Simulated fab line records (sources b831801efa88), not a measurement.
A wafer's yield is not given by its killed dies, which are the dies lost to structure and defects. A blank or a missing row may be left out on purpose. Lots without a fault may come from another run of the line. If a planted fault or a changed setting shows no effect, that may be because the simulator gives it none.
fab line records	flow sfq_line
record lots=15	wafers=42	last_day=77
route steps=325 shown M2@89 I2@104 M3@119 I3@136
lots that met no fault: taken from a fault-free run of the same line
start_h: start of the lot's first displayed wafer, in hours after the record's first day	wait_h: how many hours have passed since the lot's step before this one	" the same as in the row above	L1.1+2: one row covering several wafers at once	- no value, or no start given	* or withheld: withheld	< > ~ a bound
route shown NAME@n: a module of which the file shows steps, and the number in the route of the first	usual: mean/standard deviation of fault-free wafers	same: alike in all rows	chamber/n: place in a boat	sites: readings site by site	_std_site: standard deviation of those values	_edge_site: mean of outer sites minus mean of inner sites	radius_mm: for every site, how far away it sits from the centre of the wafer	mask NAME#n: copy n	behind: tool/chamber where the wafer was last shaped	hold: the reason the lot was held/the length of the hold in hours/how it ended	device: names the non-switching transistor (n, p or np)	end of line: tests of these same wafers at the route's end	step lacking rows: just its recipe	killed: the dies lost at the first sort to structure and to defects; this is not the yield of the wafer	map: per-die view of a wafer (x killed, . not killed, _ where there is no die)
set.NAME: setting as actually run; set.NAME@STEP: the setting as run at that earlier step	model.NAME: the simulator's own value behind a step, which no gauge read
the route's steps for a sample of lots (tables are steps, rows are wafers)
services: a tool's chamber out of use, with start hour (start_h, from the record's first day; less than 0 if before it), hours out, and reason
## steps
# step SFQ_TRILAYER_M2_DEP_SPUTTER_055
# recipe material=Nb	base_pressure_pa=1.33e-06	chamber_pressure_pa=0.1333	substrate_temp_c=20	resputter_cathode_voltage_v=400	target_thk_nm=200	power_w=2000	time_s=133.3
# usual base_pressure_pa=1.33e-06/1.1e-07	chamber_pressure_pa=0.13331/0.00029	substrate_temp_c=20.00/0.1	throttle_valve_pct=30.0/1
lot.wafer	tool	chamber	start_h	wait_h	base_pressure_pa	chamber_pressure_pa	substrate_temp_c	throttle_valve_pct
L279.2	pvd_sputter-04	-	400.74	0.0	1.42e-06	0.13328	19.96	29.3
L279.3	"	-	"	"	1.2e-06	0.1333	19.99	29.8
L279.5	"	-	"	"	1.48e-06	0.1337	19.99	29.3
L280.2	pvd_sputter-05	-	410.40	0.0	1.25e-06	0.13339	20.09	29.5
L280.4	"	-	"	"	1.5e-06	0.1335	20.09	28.4
L280.6	"	-	"	"	1.35e-06	0.13338	19.90	28.4
L281.1	pvd_sputter-05	-	412.72	0.0	1.1e-06	0.13335	20.09	28.6
L281.3	"	-	"	"	1.24e-06	0.13309	20.01	31.0
L281.6	"	-	"	"	1.31e-06	0.1334	19.95	31.0
L282.1	pvd_sputter-05	-	416.34	0.0	1.4e-06	0.13335	20.04	30.9
L282.2	"	-	"	"	1.33e-06	0.13302	20.08	29.5
L282.6	"	-	"	"	1.45e-06	0.13319	19.99	28.8
L284.1	pvd_sputter-04	-	429.54	0.0	1.31e-06	0.13276	19.85	29.5
L284.2	"	-	"	"	1.26e-06	0.13303	19.88	29.1
L286.1	pvd_sputter-06	-	449.92	0.0	1.28e-06	0.13308	19.87	29.5
L286.2	"	-	"	"	1.24e-06	0.13317	20.12	29.2
L287.4	pvd_sputter-06	-	461.92	0.0	1.39e-06	0.13342	20.22	31.4
L287.5	"	-	"	"	1.34e-06	0.13338	20.21	31.4
L292.2	pvd_sputter-04	-	518.70	0.0	1.38e-06	0.13338	20.23	29.2
L292.4	"	-	"	"	1.24e-06	0.13379	20.16	29.8
L292.6	"	-	"	"	1.28e-06	0.13343	20.05	31.5
L293.1	pvd_sputter-05	-	527.10	0.0	1.38e-06	0.13309	19.98	28.1
L293.5	"	-	"	"	1.25e-06	0.13304	19.78	29.4
L293.6	"	-	"	"	1.19e-06	0.13263	20.00	28.5
L294.1	pvd_sputter-04	-	530.13	0.0	1.24e-06	0.13346	20.13	31.5
L294.4	"	-	"	"	1.41e-06	0.13358	19.85	29.7
L294.5	"	-	"	"	1.29e-06	0.13382	19.88	29.5
L296.3	pvd_sputter-06	-	542.70	0.0	1.34e-06	0.13331	19.96	29.2
L296.5	"	-	"	"	1.32e-06	0.13299	20.10	29.4
L296.6	"	-	"	"	1.24e-06	0.13371	20.01	31.3
L297.1	pvd_sputter-04	-	548.70	0.0	1.43e-06	0.13329	19.98	29.9
L297.2	"	-	"	"	1.28e-06	0.13308	20.10	29.2
L297.3	"	-	"	"	1.36e-06	0.13377	19.82	29.0
L298.1	pvd_sputter-05	-	559.50	0.0	1.28e-06	0.13316	20.00	29.6
L298.2	"	-	"	"	1.3e-06	0.13294	20.08	31.1
L298.5	"	-	"	"	1.38e-06	0.1337	19.98	31.0
L300.1	pvd_sputter-06	-	565.50	0.0	1.24e-06	0.13341	19.94	31.2
L300.4	"	-	"	"	1.33e-06	0.13367	20.08	29.4
L300.5	"	-	"	"	1.19e-06	0.13339	20.14	29.0
L301.4	pvd_sputter-06	-	573.90	0.0	1.52e-06	0.13309	20.19	29.2
L301.5	"	-	"	"	1.31e-06	0.13322	19.99	31.0
L301.6	"	-	"	"	1.13e-06	0.1329	20.23	29.1
# step SFQ_TRILAYER_I2_CMP_CMP_064
# recipe material=SiO2	down_force_psi=3	platen_rpm=60	pad_velocity_m_s=0.94248
# usual motor_current_A=9.7/0.7	time_to_endpoint_s=214/8.9
lot.wafer	tool	chamber	start_h	wait_h	motor_current_A	time_to_endpoint_s
L279.3	cmp-01	2	467.80	2.9	9.8	225
L279.2	"	3	"	"	10.1	214
L279.5	"	1	469.30	4.4	9.5	209
L280.4	cmp-01	3	473.30	1.2	9.5	204
L280.2	"	0	"	"	9.5	219
L280.6	"	3	475.30	3.2	9.4	213
L281.1	cmp-02	1	478.60	1.7	8.6	207
L281.3	"	3	479.60	2.7	11.3	207
L281.6	"	0	"	"	9.0	224
L282.1	cmp-02	0	484.60	2.9	9.9	210
L282.2	"	2	485.60	3.9	10.0	232
L282.6	"	3	"	"	11.4	228
L284.1	cmp-01	3	495.43	0.5	9.4	202
L284.2	"	1	496.43	1.5	9.8	205
L286.2	cmp-02	2	518.83	2.3	9.8	212
L286.1	"	0	519.83	3.3	9.9	205
L287.4	cmp-01	0	530.73	1.0	9.6	212
L287.5	"	3	532.23	2.5	9.3	201
L292.4	cmp-02	1	584.56	3.3	8.9	205
L292.2	"	3	585.56	4.4	11.7	209
L292.6	"	1	586.56	5.3	9.6	209
L293.1	cmp-01	2	593.23	2.9	9.9	218
L293.6	"	1	594.73	4.3	9.4	201
L293.5	"	2	"	"	9.7	222
L294.4	cmp-02	1	600.06	6.1	8.5	206
L294.1	"	2	"	"	10.5	221
L294.5	"	3	"	"	11.5	215
L296.3	cmp-01	0	617.98	7.4	9.8	220
L296.6	"	2	618.98	8.4	9.5	226
L296.5	"	3	"	"	9.6	215
L297.2	cmp-01	1	619.98	7.0	9.5	207
L297.1	"	3	620.98	8.0	9.5	216
L297.3	"	0	"	"	8.9	209
L298.2	cmp-02	2	637.49	9.3	10.1	212
L298.1	"	3	"	"	11.4	222
L298.5	"	1	638.99	10.7	8.9	211
L300.4	cmp-02	0	645.49	13.1	9.8	226
L300.1	"	1	"	"	8.8	206
L300.5	"	1	647.99	15.6	8.7	212
L301.4	cmp-01	0	656.48	12.2	9.6	210
L301.5	"	3	657.98	13.7	9.8	203
L301.6	"	0	"	"	9.4	215
# step SFQ_TRILAYER_M3_DEP_SPUTTER_073
# recipe material=Nb	base_pressure_pa=1.33e-06	chamber_pressure_pa=0.1333	substrate_temp_c=20	resputter_cathode_voltage_v=400	target_thk_nm=200	power_w=2000	time_s=133.3
# usual base_pressure_pa=1.33e-06/1e-07	chamber_pressure_pa=0.13332/0.00026	substrate_temp_c=19.99/0.098	throttle_valve_pct=29.9/0.84
lot.wafer	tool	chamber	start_h	wait_h	base_pressure_pa	chamber_pressure_pa	substrate_temp_c	throttle_valve_pct
L279.2	pvd_sputter-03	-	536.85	0.0	1.21e-06	0.13311	19.94	29.9
L279.3	"	-	"	"	1.41e-06	0.13368	20.13	29.8
L279.5	"	-	"	"	1.35e-06	0.13347	19.90	29.8
L280.2	pvd_sputter-04	-	541.65	0.0	1.44e-06	0.13337	20.02	31.5
L280.4	"	-	"	"	1.25e-06	0.13367	19.88	29.0
L280.6	"	-	"	"	1.24e-06	0.13328	20.02	29.2
L281.1	pvd_sputter-03	-	549.95	0.0	1.03e-06	0.13321	20.03	30.2
L281.3	"	-	"	"	1.22e-06	0.1334	19.93	29.2
L281.6	"	-	"	"	1.54e-06	0.1333	20.16	30.3
L282.1	pvd_sputter-05	-	553.57	0.0	1.21e-06	0.13355	19.90	28.4
L282.2	"	-	"	"	1.4e-06	0.13336	20.23	31.0
L282.6	"	-	"	"	1.28e-06	0.13369	19.97	31.0
L284.1	pvd_sputter-03	-	561.15	0.0	1.35e-06	0.13298	19.79	29.9
L284.2	"	-	"	"	1.35e-06	0.13307	20.13	29.0
L286.1	pvd_sputter-03	-	586.72	0.0	1.33e-06	0.13337	19.95	30.1
L286.2	"	-	"	"	1.24e-06	0.13277	19.94	30.1
L287.4	pvd_sputter-03	-	598.70	0.0	1.12e-06	0.13365	20.05	30.0
L287.5	"	-	"	"	1.2e-06	0.13377	20.15	30.1
L292.2	pvd_sputter-05	-	666.23	0.0	1.13e-06	0.13376	20.03	28.2
L292.4	"	-	"	"	1.36e-06	0.13333	19.97	30.9
L292.6	"	-	"	"	1.34e-06	0.13367	19.95	29.3
L293.1	pvd_sputter-04	-	674.63	0.0	1.15e-06	0.13294	20.00	29.1
L293.5	"	-	"	"	1.35e-06	0.13303	19.97	28.9
L293.6	"	-	"	"	1.38e-06	0.13321	20.05	31.4
L294.1	pvd_sputter-05	-	681.83	0.0	1.07e-06	0.13328	20.05	31.0
L294.4	"	-	"	"	1.44e-06	0.13315	19.92	28.5
L294.5	"	-	"	"	1.36e-06	0.13348	20.02	31.3
L296.3	pvd_sputter-04	-	698.63	0.0	1.44e-06	0.13351	19.95	29.9
L296.5	"	-	"	"	1.37e-06	0.13323	20.22	29.2
L296.6	"	-	"	"	1.33e-06	0.13318	19.99	31.3
L297.1	pvd_sputter-03	-	703.43	0.0	1.33e-06	0.1332	20.04	29.1
L297.2	"	-	"	"	1.23e-06	0.13349	19.93	29.9
L297.3	"	-	"	"	1.46e-06	0.13311	19.95	30.0
L298.1	pvd_sputter-03	-	719.03	0.0	1.15e-06	0.13314	19.91	29.5
L298.2	"	-	"	"	1.31e-06	0.1333	19.99	29.0
L298.5	"	-	"	"	1.43e-06	0.13391	19.97	29.9
L300.1	pvd_sputter-03	-	731.03	0.0	1.45e-06	0.13316	19.99	29.7
L300.4	"	-	"	"	1.39e-06	0.13327	19.87	29.2
L300.5	"	-	"	"	1.28e-06	0.13348	19.90	29.1
L301.4	pvd_sputter-03	-	743.06	0.0	1.2e-06	0.13341	19.87	30.1
L301.5	"	-	"	"	1.32e-06	0.1332	19.92	28.9
L301.6	"	-	"	"	1.22e-06	0.13325	19.83	30.1
# step SFQ_M3_RS_MEAS_919
# recipe thk_meas_gauge=four-point-probe	reads=Nb_of_TRILAYER_M3_DEP_SPUTTER_073
# usual M3_NB_RS=0.883/0.01
lot.wafer	tool	chamber	start_h	wait_h	M3_NB_RS[ohm/sq]
L279.2	film_metro-03	-	536.96	0.1	0.867
L279.3	"	-	"	"	0.875
L279.5	"	-	"	"	0.885
L280.2	film_metro-03	-	541.76	0.1	0.875
L280.4	"	-	"	"	0.876
L280.6	"	-	"	"	0.878
L281.1	film_metro-02	-	550.05	0.0	0.883
L281.3	"	-	"	"	0.888
L281.6	"	-	"	"	0.873
L282.1	film_metro-01	-	553.66	0.0	0.884
L282.2	"	-	"	"	0.864
L282.6	"	-	"	"	0.896
L284.1	film_metro-03	-	561.25	0.0	0.889
L284.2	"	-	"	"	1.079
L286.1	film_metro-03	-	586.81	0.0	0.871
L286.2	"	-	"	"	1.047
L287.4	film_metro-02	-	598.86	0.1	1.049
L287.5	"	-	"	"	0.885
L292.2	film_metro-02	-	666.34	0.1	0.889
L292.4	"	-	"	"	0.890
L292.6	"	-	"	"	0.904
L293.1	film_metro-01	-	674.72	0.0	0.893
L293.5	"	-	"	"	0.897
L293.6	"	-	"	"	0.893
L294.1	film_metro-03	-	681.92	0.0	0.890
L294.4	"	-	"	"	0.890
L294.5	"	-	"	"	0.884
L296.3	film_metro-03	-	698.76	0.1	0.870
L296.5	"	-	"	"	0.875
L296.6	"	-	"	"	0.871
L297.1	film_metro-02	-	703.52	0.0	0.897
L297.2	"	-	"	"	0.878
L297.3	"	-	"	"	0.875
L298.1	film_metro-01	-	719.12	0.0	0.885
L298.2	"	-	"	"	0.903
L298.5	"	-	"	"	0.879
L300.1	film_metro-02	-	731.12	0.0	0.866
L300.4	"	-	"	"	0.893
L300.5	"	-	"	"	0.894
L301.4	film_metro-02	-	743.21	0.1	0.869
L301.5	"	-	"	"	0.897
L301.6	"	-	"	"	0.876
# step SFQ_TRILAYER_M3_ETCH_METAL_ETCH_078
# recipe target=Nb	stop_on=SiO2	mask_material=PR	chemistry=Cl2/Ar	target_depth_nm=240	icp_w=600	bias_w=80	pressure_mtorr=10	time_s=120
# usual drypump_motor_current_A=5.6/0.4	oes_product_au=0.898/0.0076
lot.wafer	tool	chamber	start_h	wait_h	drypump_motor_current_A	oes_product_au	rf_hours_counter_h
L279.2	rie_metal-04	1	651.80	0.0	5.9	0.911	4
L279.3	"	1	"	"	5.8	0.901	-
L279.5	"	1	"	"	5.8	0.897	-
L280.2	rie_metal-03	0	659.00	0.0	5.1	0.906	31
L280.4	"	0	"	"	5.1	0.903	-
L280.6	"	0	"	"	5.1	0.905	-
L281.1	rie_metal-04	1	662.60	0.0	5.8	0.898	6
L281.3	"	0	"	"	6.0	0.893	-
L281.6	"	1	"	"	5.8	0.909	-
L282.1	rie_metal-03	0	669.45	0.0	5.1	0.903	33
L282.2	"	1	"	"	5.3	0.909	22
L282.6	"	0	"	"	5.1	0.892	-
L284.1	rie_metal-03	1	676.65	0.0	5.3	0.890	23
L284.2	"	0	"	"	5.1	0.807	35
L286.1	rie_metal-03	0	693.73	0.0	5.1	0.906	38
L286.2	"	1	"	"	5.3	0.821	27
L287.4	rie_metal-02	1	699.49	0.1	5.6	0.816	-
L287.5	"	1	"	"	5.6	0.897	-
L292.2	rie_metal-04	0	742.20	0.0	6.0	0.909	40
L292.4	"	0	"	"	6.0	0.899	-
L292.6	"	1	"	"	5.8	0.883	-
L293.1	rie_metal-04	1	747.06	0.1	5.8	0.893	23
L293.5	"	1	"	"	5.8	0.893	-
L293.6	"	1	"	"	5.8	0.891	-
L294.1	rie_metal-02	0	754.20	0.0	6.3	0.893	91
L294.4	"	0	"	"	6.3	0.893	-
L294.5	"	0	"	"	6.3	0.897	-
L296.3	rie_metal-03	1	769.87	0.1	5.3	0.906	-
L296.5	"	1	"	"	5.3	0.902	-
L296.6	"	0	"	"	5.1	0.905	-
L297.1	rie_metal-02	1	772.20	0.0	5.6	0.888	114
L297.2	"	0	"	"	6.4	0.904	95
L297.3	"	0	"	"	6.4	0.891	-
L298.1	rie_metal-03	0	783.00	0.0	5.1	0.895	52
L298.2	"	1	"	"	5.3	0.878	41
L298.5	"	0	"	"	5.1	0.898	-
L300.1	rie_metal-02	1	791.42	0.1	5.6	0.903	117
L300.4	"	1	"	"	5.6	0.900	-
L300.5	"	0	"	"	6.3	0.893	-
L301.4	rie_metal-04	0	797.44	0.1	6.0	0.907	-
L301.5	"	1	"	"	5.8	0.889	-
L301.6	"	0	"	"	6.0	0.901	-
# step SFQ_TRILAYER_I3_METRO_MEASURE_083
# usual thk_nm=200.3/1.3
lot.wafer	tool	chamber	start_h	wait_h	thk_nm
L279.2	film_metro-04	-	670.72	0.3	203.4
L279.3	"	-	"	"	201.2
L279.5	"	-	"	"	201.2
L280.2	film_metro-03	-	676.72	0.3	202.5
L280.4	"	-	"	"	201.5
L280.6	"	-	"	"	202.0
L281.1	film_metro-02	-	679.52	0.1	199.3
L281.3	"	-	"	"	200.7
L281.6	"	-	"	"	201.7
L282.1	film_metro-03	-	686.85	0.1	201.9
L282.2	"	-	"	"	200.4
L282.6	"	-	"	"	199.4
L284.1	film_metro-03	-	694.52	0.1	202.7
L284.2	"	-	"	"	200.8
L286.1	film_metro-03	-	712.52	0.1	198.8
L286.2	"	-	"	"	201.4
L287.4	film_metro-03	-	720.45	0.6	200.1
L287.5	"	-	"	"	199.7
L292.2	film_metro-03	-	778.05	0.3	198.2
L292.4	"	-	"	"	200.5
L292.6	"	-	"	"	199.9
L293.1	film_metro-02	-	786.85	0.1	202.2
L293.5	"	-	"	"	199.7
L293.6	"	-	"	"	203.2
L294.1	film_metro-02	-	789.85	0.1	200.9
L294.4	"	-	"	"	200.3
L294.5	"	-	"	"	200.4
L296.3	film_metro-02	-	809.67	0.5	200.3
L296.5	"	-	"	"	200.0
L296.6	"	-	"	"	199.0
L297.1	film_metro-02	-	816.23	0.1	200.6
L297.2	"	-	"	"	199.9
L297.3	"	-	"	"	198.6
L298.1	film_metro-03	-	832.02	0.1	200.8
L298.2	"	-	"	"	199.1
L298.5	"	-	"	"	201.3
L300.1	film_metro-03	-	839.46	0.1	200.7
L300.4	"	-	"	"	200.2
L300.5	"	-	"	"	200.7
L301.4	film_metro-03	-	843.06	0.6	200.3
L301.5	"	-	"	"	199.6
L301.6	"	-	"	"	201.0
## services
tool	chamber	start_h	hours	kind
cmp-01	-	397.16	3.2	repair
cmp-01	-	409.37	4.0	pm
pvd_sputter-04	-	424.17	4.3	repair
pvd_sputter-03	-	447.81	3.1	repair
film_metro-03	-	451.65	0.9	pm
pvd_sputter-03	-	467.10	1.0	repair
cmp-01	-	504.96	0.8	repair
pvd_sputter-04	-	549.17	62.2	repair
film_metro-03	-	552.91	0.9	pm
cmp-01	-	578.59	0.9	repair
cmp-01	-	595.73	6.0	pm
film_metro-03	-	613.37	0.8	pm
pvd_sputter-05	-	614.02	3.1	repair
pvd_sputter-04	-	665.12	4.0	repair
pvd_sputter-04	-	668.77	2.8	repair
cmp-01	-	679.81	0.7	repair
film_metro-03	-	696.65	0.5	pm
pvd_sputter-05	-	743.54	2.0	repair
pvd_sputter-05	-	747.11	15.2	repair
cmp-01	-	749.73	4.0	pm
pvd_sputter-03	-	773.11	23.6	repair
cmp-01	-	779.07	0.5	repair
film_metro-03	-	797.91	0.1	pm
pvd_sputter-04	-	802.95	2.9	repair
## key
first_sign step=SFQ_M3_RS_MEAS_919	reading=M3_NB_RS	direction=up	sigmas=17	usual=0.883	struck=1.058
effect step=SFQ_TRILAYER_M3_ETCH_METAL_ETCH_078	reading=oes_product_au	direction=down	sigmas=11	usual=0.898	struck=0.815
met_at SFQ_TRILAYER_M3_DEP_SPUTTER_073
struck_lots L284,L286,L287
struck_wafers L284.2,L286.2,L287.4
not_acting_at SFQ_TRILAYER_M2_DEP_SPUTTER_055,SFQ_TRILAYER_I2_CMP_CMP_064,SFQ_TRILAYER_I3_METRO_MEASURE_083
onset_between 549.95 561.15
fault kind=process_parameter_drift	tool=pvd_sputter-03	chamber=-	onset_h=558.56	steps=SFQ_TRILAYER_M3_DEP_SPUTTER_073	channel=time_s	offset=*	shape=step	end_h=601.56	scope=struck_wafers_only	acts_in=*	stated=*
